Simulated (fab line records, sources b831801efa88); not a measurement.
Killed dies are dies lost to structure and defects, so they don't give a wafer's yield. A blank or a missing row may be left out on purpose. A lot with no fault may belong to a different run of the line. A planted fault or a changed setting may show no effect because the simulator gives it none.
Which of the tools did it? -- flow sky130 -- Sampling: 15 lots, 45 wafers, 5 of 708 route steps

## WHAT THE GAUGES SHOWED, per wafer
SKY_DNWELL_TW_MEAS_09.
lot,measured,on,DNWELL_TW
L435,day 3 12:41,filmMetro-02,1136 1129 1136
L437,day 3 23:07,filmMetro-02,1134 1131 1128
L439,day 4 05:50,filmMetro-01,1109 1109 1112
L440,day 4 12:38,filmMetro-02,1123 1119 1115
L442,day 4 21:07,filmMetro-01,1107 1101 1098
L443,day 5 00:04,filmMetro-03,1111 1111 1113
L445,day 5 11:23,filmMetro-03,1117 1111 1107
L446,day 5 20:14,filmMetro-03,1118 1122 1115
L448,day 6 00:47,filmMetro-02,1115 1121 1122
L449,day 6 05:37,filmMetro-03,1109 1111 1116
L450,day 6 11:14,filmMetro-02,1133 1129 1125
L451,day 6 17:38,filmMetro-01,1100 1098 1101
L454,day 7 08:56,filmMetro-01,1102 1101 1110
L455,day 7 20:10,filmMetro-01,1103 1108 1103
L457,day 8 05:50,filmMetro-01,1102 1105 1103

SKY_VT_ADJUST_LVTN_OVL_MEAS_07.
lot,measured,on,VT_ADJUST_LVTN_OVL (nm)
L435,day 7 07:25,overlay-01,2.1 2.2 3.5
L437,day 7 19:07,overlay-02,-2.2 -0.8 -0.2
L439,day 8 03:49,overlay-02,0.2 1.4 0.3
L440,day 8 13:43,overlay-01,1.0 1.5 1.0
L442,day 8 22:22,overlay-02,4.0 1.7 1.5
L443,day 9 00:34,overlay-01,1.7 1.3 0.4
L445,day 9 16:32,overlay-02,-0.3 0.4 1.0
L446,day 9 23:40,overlay-02,-1.3 -1.0 -1.8
L448,day 10 07:10,overlay-02,185.3 185.1 185.1
L449,day 10 14:34,overlay-02,183.0 183.4 184.9
L450,day 10 20:32,overlay-01,185.3 185.4 186.2
L451,day 11 03:55,overlay-02,182.6 183.7 185.1
L454,day 11 19:40,overlay-02,1.2 1.7 0.4
L455,day 12 08:20,overlay-01,2.0 3.0 2.7
L457,day 12 21:14,overlay-02,0.6 1.5 1.0

SKY_LDD_HVN_OVL_MEAS_07.
lot,measured,on,LDD_HVN_OVL (nm)
L435,day 21 02:40,overlay-02,-1.5 -0.2 -1.1
L437,day 21 11:52,overlay-01,0.5 -0.9 0.9
L439,day 22 00:12,overlay-01,-2.3 -3.2 -1.9
L440,day 22 05:22,overlay-02,-2.4 -1.8 -2.9
L442,day 23 00:58,overlay-01,-0.3 -0.6 -1.4
L443,day 23 02:48,overlay-01,-1.0 0.0 -0.8
L445,day 24 04:19,overlay-02,-1.3 -1.0 -2.9
L446,day 24 12:05,overlay-01,-1.9 -2.9 -2.0
L448,day 25 00:26,overlay-02,-0.6 -1.6 -1.9
L449,day 25 08:44,overlay-01,-1.3 -1.8 -3.0
L450,day 25 13:50,overlay-02,-1.8 -2.9 0.2
L451,day 25 23:13,overlay-01,-1.4 -1.3 -1.4
L454,day 26 22:25,overlay-02,0.5 -0.3 0.0
L455,day 27 10:39,overlay-02,-1.1 -2.3 -1.6
L457,day 27 22:40,overlay-02,0.4 1.2 1.2

SKY_LI_CONTACT_THK_MEAS_23: measures by xrf.
lot,measured,on,LI_CONTACT_W_THK (nm)
L435,day 29 21:41,filmMetro-01,380 376 381
L437,day 30 05:16,filmMetro-01,391 380 382
L439,day 30 16:28,filmMetro-01,387 379 380
L440,day 30 21:58,filmMetro-01,387 394 389
L442,day 31 15:22,filmMetro-04,388 389 385
L443,day 31 19:52,filmMetro-04,390 386 394
L445,day 32 16:37,filmMetro-04,392 390 393
L446,day 33 01:11,filmMetro-01,384 385 392
L448,day 33 11:16,filmMetro-04,384 388 391
L449,day 33 18:11,filmMetro-01,390 382 385
L450,day 33 22:53,filmMetro-01,384 381 385
L451,day 34 09:43,filmMetro-04,390 394 388
L454,day 35 06:11,filmMetro-03,388 383 381
L455,day 35 17:53,filmMetro-01,384 388 381
L457,day 36 03:04,filmMetro-03,380 384 386

## EACH LOT AND THE TOOL THAT RAN IT (in order: tool; ch and the chambers of the sampled wafers; start)
lot,SKY_VT_ADJUST_LVTN_EXPOSE_04
L435,"ilineStepper-01 ch 0, day 6 21:41"
L437,"ilineStepper-02 ch 0, day 7 09:16"
L439,"ilineStepper-02 ch 0, day 7 18:15"
L440,"ilineStepper-01 ch 0, day 8 03:31"
L442,"ilineStepper-01 ch 0, day 8 12:08"
L443,"ilineStepper-01 ch 0, day 8 14:44"
L445,"ilineStepper-02 ch 0, day 9 06:43"
L446,"ilineStepper-02 ch 0, day 9 14:02"
L448,"ilineStepper-02 ch 0, day 9 20:11"
L449,"ilineStepper-02 ch 0, day 10 03:20"
L450,"ilineStepper-02 ch 0, day 10 09:26"
L451,"ilineStepper-02 ch 0, day 10 16:38"
L454,"ilineStepper-01 ch 0, day 11 08:29"
L455,"ilineStepper-01 ch 0, day 11 20:38"
L457,"ilineStepper-01 ch 0, day 12 09:10"
- SKY_VT_ADJUST_LVTN_EXPOSE_04: exposes mask NWM COMPLEMENT LESS NATIVE, target cd 840 nm.

## AS READ BY THE TOOLS THEMSELVES (means over the sampled wafers that have a number; for cases with no such wafer, the mark the record gives instead)
The record holds no such reading with a usual standard deviation.

## THE ANSWER, worked out from the rows above alone
Rule: what is usual is taken from the lots themselves. The widest of any qualifying gaps counts: lots, ordered by their means at a reading, are off when they make up no more than a third of the lots, leave a main group of 4 or more, and stand apart from it by 3 or more times the standard deviation of that group's means. A main group whose means are all the same, to the digits that the tables above print for the reading, isn't used. Also off: a lot with no number at a reading for which 4 or more lots have one. Any other lot the step has rows for is counted as sound. Order of review: gauges by route order, followed by the tools' own readings, for which a lot's mean as printed above is used. At the first step where some lot is off, the reading lying furthest off is the one used; lots without a number count as furthest.
Off: L448, L449, L450, L451, at SKY_VT_ADJUST_LVTN_OVL_MEAS_07 (VT_ADJUST_LVTN_OVL). The main group: mean 1.0 nm, standard deviation 1.3.
A tool fits if, at a process step before that reading, it ran every lot that is off, and no sound lot after the first of them. Those tools and the gauges at SKY_VT_ADJUST_LVTN_OVL_MEAS_07 are tried in the same way. One fits: ilineStepper-02 at SKY_VT_ADJUST_LVTN_EXPOSE_04. Its last sound lot is L446 (day 9 14:02), its first lot that is off L448 (day 9 20:11): a fault that began between those two fits.

## WHAT HAD BEEN PUT IN BY THE SIMULATOR
Scanner matching overlay: ilineStepper-02, from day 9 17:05 on, at SKY_VT_ADJUST_LVTN_EXPOSE_04. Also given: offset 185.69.
Shown lots that were struck: L448, L449, L450, L451. This agrees with what the rule above found.
